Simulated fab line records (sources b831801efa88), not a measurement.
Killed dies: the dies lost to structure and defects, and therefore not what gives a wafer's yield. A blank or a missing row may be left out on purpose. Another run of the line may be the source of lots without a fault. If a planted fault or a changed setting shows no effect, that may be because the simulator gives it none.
Chamber matching	flow gf180mcu	GF_V2_CVD_02 on pecvd-04: 3 sister chambers
The step deposits SiO2 from TEOS, target thk 850 nm, time 94.851 s. 6 wafers are shown with their chamber, then 9 later ones without.

WAFERS WITH THEIR CHAMBER
wafer	chamber	heater power w (W)
L077.3	2	660
L083.5	2	733
L087.5	1	457
L089.1	0	609
L089.2	1	572
L089.3	0	658

WAFERS MISSING THEIR CHAMBER
wafer	heater power w (W)
L089.4	464
L089.5	657
L089.6	520
L092.2	622
L092.3	652
L092.6	649
L095.4	579
L095.5	619
L095.6	685

EACH ONE'S CHAMBER
wafer	from the rows above	in truth
L089.4	1	1
L089.5	can't be placed: 0 or 2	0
L089.6	can't be placed: 1 or 0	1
L092.2	can't be placed: 0 or 2 or 1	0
L092.3	can't be placed: 0 or 2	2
L092.6	can't be placed: 0 or 2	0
L095.4	can't be placed: 0 or 1 or 2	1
L095.5	can't be placed: 0 or 2 or 1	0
L095.6	can't be placed: 2 or 0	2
Correct placement for 1 of the 9. These rows do not allow placing 8 (true chamber among the candidates in 8). Number placed wrongly: 0.
How it was worked out, from the rows above alone: a wafer's distance from a chamber is the root of the sum, over the readings, of the square of ((its reading less the chamber's mean) divided by the reading's scatter). The wafer belongs to the nearest chamber; if the next one is less than 2 further off, it can't be placed. Each chamber's mean is taken over the wafers shown for it. The scatter: take each reading less its chamber's mean, square it, sum over the shown wafers, divide by the number of wafers less the number of chambers, and take the root.
